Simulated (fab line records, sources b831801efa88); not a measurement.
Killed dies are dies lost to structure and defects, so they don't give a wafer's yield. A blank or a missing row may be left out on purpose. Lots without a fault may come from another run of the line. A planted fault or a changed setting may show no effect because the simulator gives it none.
A struck lot beside a sound one | flow sky130 | 17 steps out of a route of 708
Sound: wafers L901.1, L901.4, L901.6. Struck: wafers L895.1, L895.5, L895.6. The cause comes at the end.
At each step with rows: each side's tool, then ch and its chambers, then its first start. Under that, the readings that differ: sound wafers | struck wafers | difference of the means | sigmas: that difference in standard deviations of wafers without a fault.
alike: readings whose means differ by less than 2 such deviations, and words and numbers that are the same on both sides. not compared: withheld readings, readings that some wafer has no value for, bounds like >300 that may hide the same value, and numbers for which the record gives no deviation and whose values overlap.
The two part at a step that has a row with sigmas, a row that says differs or no value, or rows on one side only. Numbers that don't overlap but have no deviation are shown without sigmas and don't part them. A reading that every wafer of one side lacks parts them only if that side has two wafers or more.

first, 5 steps without rows for these wafers: SKY_SD_N_COAT_02 (resist thk 1140 nm); SKY_SD_N_SOFTBAKE_03 (time 60 s); SKY_SD_N_EXPOSE_04 (exposes mask NSDM, target cd 380 nm); SKY_SD_N_PEB_05; SKY_SD_N_DEVELOP_06 (develop time 60 s).
SKY_SD_N_CD_MEAS_07: target cd 380 nm.
  sound on cd_sem-02, day 34 04:50; struck on cd_sem-02, day 31 13:02
  alike: cd_nm
SKY_SD_N_OVL_MEAS_08:
  sound on overlay-01, day 34 04:58; struck on overlay-01, day 31 13:10
  reading       | sound          | struck      | difference | sigmas
  SD_N_OVL (nm) | -1.2 -1.6 -1.2 | 2.9 1.5 2.9 | +3.8       | +3
then, 2 steps without rows for these wafers: SKY_SD_N_IMPLANT_09; SKY_SD_N_IMPLANT_10.
SKY_SD_N_STRIP_11: strips in O2/N2.
  sound on plasma_asher-04 ch 0, day 34 05:18; struck on plasma_asher-01 ch 0,1, day 31 13:30
  alike: drypump_motor_current_A, oes_product_au, strip_time_to_endpoint_s
  not compared: rf_hours_counter_h
SKY_SD_N_TW_MEAS_12:
  sound on film_metro-02, day 34 05:24; struck on film_metro-02, day 31 13:36
  alike: SD_N_TW
then, 1 step without rows for these wafers: SKY_SD_N_CLEAN_13 (cleans in SC1/SC2, time 150 s).
SKY_SD_N_RTA_14: time 2 s.
  sound on rtp_anneal-02 ch 0, day 34 05:31; struck on rtp_anneal-01 ch 0, day 31 13:43
  reading            | sound             | struck            | difference | sigmas
  lamp_power_pct (%) | 15.72 15.67 15.70 | 15.26 15.25 15.28 | -0.43      | -9
  alike: ramp_up_c_per_s, wafer_temp_C_max
SKY_SD_N_RS_MEAS_16: measures by four-point-probe.
  sound on film_metro-02, day 34 05:41; struck on film_metro-01, day 31 13:53
  reading          | sound             | struck            | difference | sigmas
  SD_N_RS (ohm/sq) | 68.44 68.56 68.52 | 70.79 70.89 70.97 | +2.38      | +22
SKY_SD_N_RS_MEAS_17: measures by four-point-probe.
  sound on film_metro-02, day 34 05:49; struck on film_metro-01, day 31 14:00
  reading          | sound             | struck            | difference | sigmas
  SD_P_RS (ohm/sq) | 147.1 147.1 147.0 | 160.2 160.3 160.1 | +13.1      | +35
SKY_SD_N_RS_MEAS_18: measures by four-point-probe.
  sound on film_metro-02, day 34 05:56; struck on film_metro-01, day 31 14:07
  alike: RES_XHIGH_RS
-- the record jumps here: 17 days lie between the struck wafers' starts before and after (it left off in module SD_N and takes up again in module PAD_OPEN, whose first step shown is number 708 of the route) --
SKY_PAD_OPEN_PROBE_99:
  sound on prober-01, day 50 06:57; struck on prober-02, day 48 08:28
  reading                              | sound             | struck            | difference | sigmas
  model.etest.res_xhigh_po.line_ohm_um | 5707 6103 5930    | 6352 6524 6697    | +611       |
  model.etest.res_xhigh_po.rs_ohm_sq   | 1998 2122 2086    | 2241 2306 2408    | +250       |
  model.etest.pfet_01v8.r_on_ohm_um    | 2897 2868 2900    | 3021 3029 3080    | +155       |
  model.etest.res_pdiff.line_ohm_um    | 1375 1397 1409    | 1525 1515 1498    | +119       |
  model.etest.res_high_po.line_ohm_um  | 751.9 764.6 746.9 | 810.7 841.2 864.1 | +84.2      |
  model.etest.licon_high_po.rc_ohm     | 340 353 357.6     | 401.1 422.4 419.8 | +64.2      |
  model.etest.licon_pdiff.rc_ohm       | 576.2 568.7 571.6 | 578.8 616.2 589.7 | +22.7      |
  model.etest.res_ndiff.line_ohm_um    | 775.9 754.2 770.3 | 812.4 800.8 798.5 | +37.1      |
  alike: killed_at_M0_to_M3, killed_at_M4_up, killed_at_contacts, killed_at_front_end, killed_at_other, killed_dies, killed_on_rim, killed_open, killed_short

WHERE THEY PART
First at SKY_SD_N_OVL_MEAS_08; last, within this record, at SKY_SD_N_RS_MEAS_17. Later steps at which nothing parts them and some readings are alike: SKY_SD_N_RS_MEAS_18, SKY_PAD_OPEN_PROBE_99.

WHY: what the simulator had put in
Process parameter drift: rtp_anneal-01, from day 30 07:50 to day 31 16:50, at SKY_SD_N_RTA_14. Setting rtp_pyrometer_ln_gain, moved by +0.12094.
